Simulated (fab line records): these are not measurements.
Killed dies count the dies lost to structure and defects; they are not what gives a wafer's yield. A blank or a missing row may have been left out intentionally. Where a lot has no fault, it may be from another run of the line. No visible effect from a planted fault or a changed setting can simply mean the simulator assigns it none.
Comparing a struck lot with a sound one / flow gf180mcu / 14 out of 602 route steps
Sound: wafers L486.1, L486.4, L486.5. Wafers L494.2, L494.4, L494.5 were the ones struck. At the end, the cause is stated.
At each step with rows: each side's tool, then ch and its chambers, then its first start. Under that, the readings that differ: sound wafers / struck wafers / difference of the means / sigmas: that difference in standard deviations of wafers without a fault.
alike: words and numbers the same on both sides, and readings whose means are apart by under 2 such deviations; not compared: readings that were withheld, readings missing a value for some wafer, numbers with overlapping values and no deviation given by the record, and bounds like >300 which may hide the same value.
Wherever a step has rows on one side only, a row that says differs or no value, or a row with sigmas, the two part there. Numbers that have no deviation but don't overlap get no sigmas and don't part them. A reading missing from all wafers of one side parts the sides only when that side holds two or more wafers.

GF_HV_LDD_OVL_MEAS_32:
  sound on overlay-02 at day 12 06:32; struck on overlay-02 at day 15 01:16
  alike: HV_LDD_02_OVL
then, 4 steps without rows for these wafers: GF_HV_LDD_IMPLANT_33; GF_HV_LDD_IMPLANT_34; GF_HV_LDD_IMPLANT_35; GF_HV_LDD_IMPLANT_36.
GF_HV_LDD_STRIP_37: strips in O2/N2.
  sound on plasma-asher-02 ch 0,1, day 12 07:10; struck on plasma-asher-02 ch 1, day 15 01:54
  alike: drypump-motor-current-A, heater-power-w, oes-product-au, platen-temp-c, strip-time-to-endpoint-s
  not compared: rf-hours-counter-h
GF_HV_LDD_TW_MEAS_38:
  sound on film-metro-01 at day 12 07:16; struck on film-metro-01 at day 15 02:01
  alike: HV_LDD_3_TW
then, 5 steps without rows for these wafers: GF_HV_LDD_DEHYDRATE_39 (time 60 s); GF_HV_LDD_HMDS_40 (prime time 60 s); GF_HV_LDD_COAT_41 (resist thk 1000 nm); GF_HV_LDD_SOFTBAKE_42 (time 60 s); GF_HV_LDD_EXPOSE_43 (exposes mask Pplus HV AREA, target cd 400 nm).
GF_HV_LDD_PEB_44:
  struck on litho-track-01, day 15 22:59; sound on litho-track-01 ch 0, day 13 02:30
reading=exhaust-pa (Pa); sound=44.3 44.6 44.3; struck=- - -; difference=no value on the struck wafers; sigmas=
  not compared: chill-plate-temp-C
then, 1 step without rows for these wafers: GF_HV_LDD_DEVELOP_45 (develop time 60 s).

## WHERE THEY PART
Only at GF_HV_LDD_PEB_44, within this record.

WHY: what the simulator had put in
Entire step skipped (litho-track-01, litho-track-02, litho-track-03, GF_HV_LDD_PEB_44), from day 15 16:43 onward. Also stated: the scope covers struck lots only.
